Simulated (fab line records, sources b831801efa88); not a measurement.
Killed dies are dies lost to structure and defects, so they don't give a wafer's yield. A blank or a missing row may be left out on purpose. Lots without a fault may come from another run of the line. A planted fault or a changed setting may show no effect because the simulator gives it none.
Which of the tools did it? || flow gf180mcu || 33 wafers from 11 lots sampled at 3 of the route's 602 steps

== WHAT THE GAUGES SHOWED, per wafer ==
GF_PSD_RS_MEAS_14: measures by four-point-probe.
{"lot": "L765", "measured": "day 14 10:17", "on": "film_metro-02", "NSD_RS (ohm/sq)": "46.35 46.25 46.27"}
{"lot": "L769", "measured": "day 15 17:13", "on": "film_metro-01", "NSD_RS (ohm/sq)": "46.02 46.13 45.99"}
{"lot": "L772", "measured": "day 16 20:57", "on": "film_metro-02", "NSD_RS (ohm/sq)": "46.33 46.10 46.17"}
{"lot": "L774", "measured": "day 17 12:33", "on": "film_metro-01", "NSD_RS (ohm/sq)": "46.07 46.06 46.10"}
{"lot": "L776", "measured": "day 18 01:08", "on": "film_metro-03", "NSD_RS (ohm/sq)": "46.31 46.19 46.18"}
{"lot": "L777", "measured": "day 18 17:35", "on": "film_metro-01", "NSD_RS (ohm/sq)": "46.08 46.09 46.08"}
{"lot": "L778", "measured": "day 18 23:21", "on": "film_metro-03", "NSD_RS (ohm/sq)": "46.65 46.73 46.74"}
{"lot": "L780", "measured": "day 19 14:52", "on": "film_metro-01", "NSD_RS (ohm/sq)": "46.50 46.60 46.54"}
{"lot": "L786", "measured": "day 21 16:14", "on": "film_metro-03", "NSD_RS (ohm/sq)": "46.10 46.15 46.13"}
{"lot": "L787", "measured": "day 22 02:43", "on": "film_metro-01", "NSD_RS (ohm/sq)": "46.11 46.18 46.23"}
{"lot": "L788", "measured": "day 22 10:55", "on": "film_metro-01", "NSD_RS (ohm/sq)": "45.98 46.11 46.11"}

== WHAT TOOL EACH LOT RAN ON (gives the tool, then ch and the chambers of the sampled wafers, and finally the start) ==
{"lot": "L765", "GF_NSD_IMPLANT_10": "implanter-03 ch 0, day 13 13:19", "GF_NSD_STRIP_11": "plasma_asher-03 ch 0,1, day 13 13:28"}
{"lot": "L769", "GF_NSD_IMPLANT_10": "implanter-03 ch 0, day 14 19:49", "GF_NSD_STRIP_11": "plasma_asher-02 ch 0,1, day 14 19:58"}
{"lot": "L772", "GF_NSD_IMPLANT_10": "implanter-03 ch 0, day 15 21:32", "GF_NSD_STRIP_11": "plasma_asher-01 ch 0,1, day 15 21:40"}
{"lot": "L774", "GF_NSD_IMPLANT_10": "implanter-02 ch 0, day 16 13:19", "GF_NSD_STRIP_11": "plasma_asher-01 ch 0,1, day 16 13:27"}
{"lot": "L776", "GF_NSD_IMPLANT_10": "implanter-02 ch 0, day 17 01:05", "GF_NSD_STRIP_11": "plasma_asher-02 ch 0,1, day 17 01:13"}
{"lot": "L777", "GF_NSD_IMPLANT_10": "implanter-03 ch 0, day 17 17:21", "GF_NSD_STRIP_11": "plasma_asher-01 ch 0, day 17 17:29"}
{"lot": "L778", "GF_NSD_IMPLANT_10": "implanter-03 ch 0, day 17 22:34", "GF_NSD_STRIP_11": "plasma_asher-01 ch 0,1, day 17 22:43"}
{"lot": "L780", "GF_NSD_IMPLANT_10": "implanter-03 ch 0, day 18 13:55", "GF_NSD_STRIP_11": "plasma_asher-03 ch 0,1, day 18 14:03"}
{"lot": "L786", "GF_NSD_IMPLANT_10": "implanter-02 ch 0, day 20 15:19", "GF_NSD_STRIP_11": "plasma_asher-03 ch 0,1, day 20 15:26"}
{"lot": "L787", "GF_NSD_IMPLANT_10": "implanter-03 ch 0, day 21 02:32", "GF_NSD_STRIP_11": "plasma_asher-02 ch 0,1, day 21 02:41"}
{"lot": "L788", "GF_NSD_IMPLANT_10": "implanter-04 ch 0, day 21 11:07", "GF_NSD_STRIP_11": "plasma_asher-01 ch 0,1, day 21 11:16"}
- GF_NSD_IMPLANT_10
- GF_NSD_STRIP_11: strips in O2/N2.

== AS READ BY THE TOOLS THEMSELVES (means over the sampled wafers that have a number; for cases with no such wafer, the mark the record gives instead) ==
GF_NSD_IMPLANT_10.
{"lot": "L765", "tool": "implanter-03", "beam_energy_keV": 39.995}
{"lot": "L769", "tool": "implanter-03", "beam_energy_keV": 39.999}
{"lot": "L772", "tool": "implanter-03", "beam_energy_keV": 40.004}
{"lot": "L774", "tool": "implanter-02", "beam_energy_keV": 39.991}
{"lot": "L776", "tool": "implanter-02", "beam_energy_keV": 40.002}
{"lot": "L777", "tool": "implanter-03", "beam_energy_keV": 40.011}
{"lot": "L778", "tool": "implanter-03", "beam_energy_keV": 35.496}
{"lot": "L780", "tool": "implanter-03", "beam_energy_keV": 35.484}
{"lot": "L786", "tool": "implanter-02", "beam_energy_keV": 39.991}
{"lot": "L787", "tool": "implanter-03", "beam_energy_keV": 40.000}
{"lot": "L788", "tool": "implanter-04", "beam_energy_keV": 39.991}

GF_NSD_STRIP_11.
{"lot": "L765", "tool": "plasma_asher-03", "drypump_motor_current_A (A)": 5.4, "heater_power_w (W)": 311, "oes_product_au (a.u.)": 0.489, "strip_time_to_endpoint_s (s)": 22.95}
{"lot": "L769", "tool": "plasma_asher-02", "drypump_motor_current_A (A)": 5.3, "heater_power_w (W)": 353, "oes_product_au (a.u.)": 0.490, "strip_time_to_endpoint_s (s)": 23.01}
{"lot": "L772", "tool": "plasma_asher-01", "drypump_motor_current_A (A)": 6.1, "heater_power_w (W)": 336, "oes_product_au (a.u.)": 0.489, "strip_time_to_endpoint_s (s)": 22.97}
{"lot": "L774", "tool": "plasma_asher-01", "drypump_motor_current_A (A)": 6.1, "heater_power_w (W)": 342, "oes_product_au (a.u.)": 0.487, "strip_time_to_endpoint_s (s)": 23.00}
{"lot": "L776", "tool": "plasma_asher-02", "drypump_motor_current_A (A)": 5.3, "heater_power_w (W)": 352, "oes_product_au (a.u.)": 0.488, "strip_time_to_endpoint_s (s)": 22.88}
{"lot": "L777", "tool": "plasma_asher-01", "drypump_motor_current_A (A)": 6.4, "heater_power_w (W)": 350, "oes_product_au (a.u.)": 0.488, "strip_time_to_endpoint_s (s)": 22.97}
{"lot": "L778", "tool": "plasma_asher-01", "drypump_motor_current_A (A)": 6.0, "heater_power_w (W)": 340, "oes_product_au (a.u.)": 0.491, "strip_time_to_endpoint_s (s)": 22.77}
{"lot": "L780", "tool": "plasma_asher-03", "drypump_motor_current_A (A)": 5.4, "heater_power_w (W)": 309, "oes_product_au (a.u.)": 0.489, "strip_time_to_endpoint_s (s)": 22.78}
{"lot": "L786", "tool": "plasma_asher-03", "drypump_motor_current_A (A)": 5.4, "heater_power_w (W)": 317, "oes_product_au (a.u.)": 0.486, "strip_time_to_endpoint_s (s)": 22.98}
{"lot": "L787", "tool": "plasma_asher-02", "drypump_motor_current_A (A)": 5.5, "heater_power_w (W)": 332, "oes_product_au (a.u.)": 0.485, "strip_time_to_endpoint_s (s)": 22.90}
{"lot": "L788", "tool": "plasma_asher-01", "drypump_motor_current_A (A)": 5.8, "heater_power_w (W)": 329, "oes_product_au (a.u.)": 0.483, "strip_time_to_endpoint_s (s)": 22.94}

== THE ANSWER, worked out from the rows above alone ==
Rule: usual is defined by the lots themselves. Put in order of their means at a reading, lots are off if they are a third of the lots or fewer, leave a main group of 4 or more, and stand apart from it by a gap of 3 or more times the standard deviation of the main group's means; of several such gaps the widest counts. A main group is skipped when, at the precision printed for the reading in the tables above, its means are all equal. Also off: a lot with no number at a reading for which 4 or more lots have one. All remaining lots with rows at the step are treated as sound. After the gauges, taken in route order, come the tools' own readings; for these a lot's mean is taken, as printed above. At the first step where some lot is off, the reading lying furthest off is the one used; lots without a number count as furthest.
Off: L778, L780, seen at GF_PSD_RS_MEAS_14 (NSD_RS). Main group: mean 46.14 ohm/sq, sd 0.079.
A tool fits if, at a process step before that reading, it ran every lot that is off, and no sound lot after the first of them. Not tried: the gauges at GF_PSD_RS_MEAS_14; whatever is off there is also off at GF_NSD_IMPLANT_10, on other tools, and gauge error can't account for it. None of those tried fits.

== WHAT HAD BEEN PUT IN BY THE SIMULATOR ==
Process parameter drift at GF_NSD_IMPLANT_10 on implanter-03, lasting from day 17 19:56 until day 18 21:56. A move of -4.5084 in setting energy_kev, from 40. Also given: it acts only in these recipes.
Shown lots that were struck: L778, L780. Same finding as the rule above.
